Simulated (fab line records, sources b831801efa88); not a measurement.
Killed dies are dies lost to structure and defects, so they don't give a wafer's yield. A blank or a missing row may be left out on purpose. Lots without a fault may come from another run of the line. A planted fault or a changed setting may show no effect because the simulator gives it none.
A struck lot beside a sound one | flow sky130 | 24 steps out of a route of 708
Sound: wafers L671.4, L671.5, L671.6. Struck: wafers L663.1, L663.3, L663.5. The cause comes at the end.
At each step with rows: each side's tool, then ch and its chambers, then its first start. Under that, the readings that differ: sound wafers | struck wafers | difference of the means | sigmas: that difference in standard deviations of wafers without a fault.
alike: readings whose means differ by less than 2 such deviations, and words and numbers that are the same on both sides. not compared: withheld readings, readings that some wafer has no value for, bounds like >300 that may hide the same value, and numbers for which the record gives no deviation and whose values overlap.
The two part at a step that has a row with sigmas, a row that says differs or no value, or rows on one side only. Numbers that don't overlap but have no deviation are shown without sigmas and don't part them. A reading that every wafer of one side lacks parts them only if that side has two wafers or more.

first, 2 steps without rows for these wafers: SKY_POLY_GATE_CLEAN_19 (cleans in SC1/SC2, time 150 s); SKY_POLY_GATE_OXIDATION_20 (stabilise 600 s, purge 300 s, target thk 4 nm).
SKY_POLY_GATE_THK_MEAS_21:
  sound on film_metro-04, day 23 20:12; struck on film_metro-03, day 21 15:13
  alike: POLY_GATE_OXIDATION_THK
SKY_POLY_GATE_CD_MEAS_22:
  sound on cd_sem-02, day 23 20:19; struck on cd_sem-01, day 21 15:17
  alike: cd_nm
then, 7 steps without rows for these wafers: SKY_LDD_N_DEHYDRATE_00 (time 60 s); SKY_LDD_N_HMDS_01 (prime time 60 s); SKY_LDD_N_COAT_02 (resist thk 300 nm); SKY_LDD_N_SOFTBAKE_03 (time 60 s); SKY_LDD_N_EXPOSE_04 (exposes mask NTM, target cd 840 nm); SKY_LDD_N_PEB_05; SKY_LDD_N_DEVELOP_06 (develop time 60 s).
SKY_LDD_N_OVL_MEAS_07:
  sound on overlay-02, day 24 23:38; struck on overlay-01, day 22 21:53
  alike: LDD_N_OVL
SKY_LDD_N_IMPLANT_08:
  sound on implanter-03 ch 0, day 24 23:44; struck on implanter-04 ch 0, day 22 21:55
  reading            | sound                         | struck                           | difference  | sigmas
  beam_on_s (s)      | 9.85 9.89 10.06               | 17.12 17.39 17.31                | +7.34       | +39
  dose_ions_cm2      | 7.507e+13 7.498e+13 7.507e+13 | 1.4695e+14 1.4686e+14 1.4695e+14 | +7.1880e+13 | +99 or more
  faraday_current_uA | 427 427 419                   | 485 476 479                      | +56         | +7
then, 7 steps without rows for these wafers: SKY_LDD_N_IMPLANT_09; SKY_LDD_N_IMPLANT_10; SKY_LDD_N_IMPLANT_11; SKY_LDD_N_IMPLANT_12; SKY_LDD_N_IMPLANT_13; SKY_LDD_N_IMPLANT_14; SKY_LDD_N_IMPLANT_15.
SKY_LDD_N_STRIP_16: strips in O2/N2.
  sound on plasma_asher-01 ch 0,1, day 25 00:53; struck on plasma_asher-02 ch 0,1, day 22 23:07
  reading                      | sound             | struck            | difference | sigmas
  strip_time_to_endpoint_s (s) | 4.323 4.308 4.318 | 4.537 4.532 4.519 | +0.213     | +15
  alike: drypump_motor_current_A, n2_flow_sccm, oes_product_au
  not compared: rf_hours_counter_h
SKY_LDD_N_TW_MEAS_17:
  sound on film_metro-01, day 25 00:59; struck on film_metro-01, day 22 23:13
  reading  | sound          | struck         | difference | sigmas
  LDD_N_TW | 2549 2538 2540 | 2655 2661 2650 | +113       | +7
then, 1 step without rows for these wafers: SKY_LDD_P_DEHYDRATE_00 (time 60 s).
-- the record jumps here: 26 days lie between the struck wafers' starts before and after (it left off in module LDD_P and takes up again in module PAD_OPEN, whose first step shown is number 708 of the route) --
SKY_PAD_OPEN_PROBE_99:
  sound on prober-01, day 50 07:51; struck on prober-02, day 49 02:06
  reading                                | sound                | struck              | difference | sigmas
  killed_at_M4_up                        | 8 8 3                | 5 0 2               | -4         | -2
  killed_at_contacts                     | 26 36 25             | 16 19 16            | -12        | -2
  model.etest.tip_n.rs_ohm_sq            | 433.9 436.8 438.7    | 391.1 392.6 390.7   | -45.0      |
  model.etest.nfet_01v8_lvt.vt_sat_v (V) | 0.5488 0.5538 0.5484 | 0.507 0.5172 0.5093 | -0.039     |
  model.etest.nfet_01v8.vt_sat_v (V)     | 0.6607 0.6583 0.6593 | 0.629 0.6382 0.6333 | -0.026     |
  alike: killed_at_M0_to_M3, killed_at_front_end, killed_at_other, killed_dies, killed_open, killed_short

WHERE THEY PART
First at SKY_LDD_N_IMPLANT_08; last, within this record, at SKY_PAD_OPEN_PROBE_99.

WHY: what the simulator had put in
Process parameter drift: implanter-04, from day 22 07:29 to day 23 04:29, at SKY_LDD_N_IMPLANT_08. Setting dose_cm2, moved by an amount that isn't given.
